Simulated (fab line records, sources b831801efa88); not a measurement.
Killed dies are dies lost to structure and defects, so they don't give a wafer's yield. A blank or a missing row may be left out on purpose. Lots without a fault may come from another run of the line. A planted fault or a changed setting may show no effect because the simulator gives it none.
Split-lot experiment | flow sfq_line | 5 lots, 23 wafers read, on a route of 325 steps

THE SPLIT
At SFQ_TRILAYER_I4_CMP_CMP_100 (polishes SiO2), the setting leave_above_ref_nm was moved away from the recipe's 200 nm on 6 of the 23 wafers read, by +3.5% to +6.7%. The other wafers ran this setting at the recipe's value.

The file shows no step between the split and the reading.

THE READING
thk_nm, in nm, at SFQ_TRILAYER_I4_METRO_MEASURE_101. Fault-free wafers of this fab line usually give 200.2 nm, standard deviation 1.4 nm.

wafer  | tool, chamber at the split | leave_above_ref_nm as run, nm | against the recipe | thk_nm, nm | against lot-mates on the recipe
L075.1 | cmp-02, 0                  | 200                           | recipe             | 197.5      | -
L075.3 | cmp-02, 3                  | 200                           | recipe             | 199.1      | -
L075.6 | cmp-02, 3                  | 200                           | recipe             | 199.1      | -
L076.1 | cmp-01, 1                  | 200                           | recipe             | 199.9      | -
L076.2 | cmp-01, 3,2                | 207                           | +3.5%              | 208.1      | +7.5
L076.3 | cmp-01, 2                  | 200                           | recipe             | 201.2      | -
L076.4 | cmp-01, 0                  | 207                           | +3.5%              | 209.5      | +8.9
L076.5 | cmp-01, 3,2                | 207                           | +3.5%              | 208.1      | +7.5
L079.1 | cmp-02, 0                  | 200                           | recipe             | 197.7      | -
L079.2 | cmp-02, 1                  | 200                           | recipe             | 200.9      | -
L079.4 | cmp-02, 2                  | 200                           | recipe             | 201.8      | -
L079.5 | cmp-02, 3                  | 200                           | recipe             | 198.7      | -
L079.6 | cmp-02, 2                  | 200                           | recipe             | 201.3      | -
L082.1 | cmp-01, 0                  | 200                           | recipe             | 201.0      | -
L082.3 | cmp-01, 2                  | 200                           | recipe             | 199.4      | -
L082.4 | cmp-01, 3                  | 200                           | recipe             | 200.2      | -
L082.5 | cmp-01, 0                  | 200                           | recipe             | 200.6      | -
L082.6 | cmp-01, 3                  | 200                           | recipe             | 200.0      | -
L085.1 | cmp-02, 0                  | 213.4                         | +6.7%              | 212.1      | +12.7
L085.3 | cmp-02, 2                  | 213.4                         | +6.7%              | 215.9      | +16.5
L085.4 | cmp-02, 1                  | 200                           | recipe             | 200.4      | -
L085.5 | cmp-02, 3                  | 213.4                         | +6.7%              | 212.1      | +12.7
L085.6 | cmp-02, 0                  | 200                           | recipe             | 198.5      | -
Where a row lists several chambers, the file gives one row for several wafers and doesn't say which wafer went through which chamber.

THE FIT
A straight line over all 23 wafers: thk_nm changes by +2.1 nm for each +1% of leave_above_ref_nm; r = +0.96; the points scatter about the line by 1.4 nm.
The same after taking each lot's own level away (the mean of its wafers on the recipe; 23 wafers): +2.11 nm for each +1%; r = +0.97; scatter 1.2 nm.
On that fit, the largest move of leave_above_ref_nm shifts the reading by 14 nm.
The lots' own levels span 198.57 to 200.55 nm, that is 1.4 times the standard deviation above.
So the lot-to-lot level changes the slope little: the two slopes agree.
Check: with one of the wafers moved furthest among these (+6.7%) left out of the fit, the line predicts +14.8 nm for it against its lot-mates. It came out at +12.7 nm against them.

OTHER SPLITS ON THESE WAFERS
These wafers also went through other splits before the reading. Each is held against what the fit with the lots' levels taken away leaves over:
other split on the same wafers                    | wafers away from the commonest value | r with thk_nm (lot level and that fit taken away)
SFQ_TRILAYER_I2_VIA_LITHO_EXPOSE_068 dose_mj      | 9                                    | -0.19
SFQ_TRILAYER_M3_LITHO_EXPOSE_076 dose_mj          | 10                                   | +0.14
SFQ_TRILAYER_I3_VIA_LITHO_COAT_085 spin_rpm       | 9                                    | +0.31
SFQ_TRILAYER_I3_VIA_BARC_OPEN_VIA_ETCH_121 time_s | 6                                    | +0.08
SFQ_TRILAYER_M4_LITHO_COAT_093 spin_rpm           | 7                                    | +0.00
SFQ_TRILAYER_M4_ETCH_METAL_ETCH_096 icp_w         | 10                                   | -0.37

THE WHOLE CHAIN: every reading that the file lists as answering this split, in the file's order
step                              | what it does  | reading                                                                                   | change (the file's fit)              | r (the file's)
SFQ_TRILAYER_I4_CMP_CMP_100       | polishes SiO2 | SiO2_of_TRILAYER_I4_DEP_PECVD_099.thk_nm (the simulator's own value, which no gauge read) | +2.12 nm for each +1% of the setting | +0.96
SFQ_TRILAYER_I4_METRO_MEASURE_101 |               | thk_nm                                                                                    | +2.12 nm for each +1% of the setting | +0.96

THE FILE'S OWN FIT
thk_nm changes by +2.12 nm for each +1% of leave_above_ref_nm, r = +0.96.
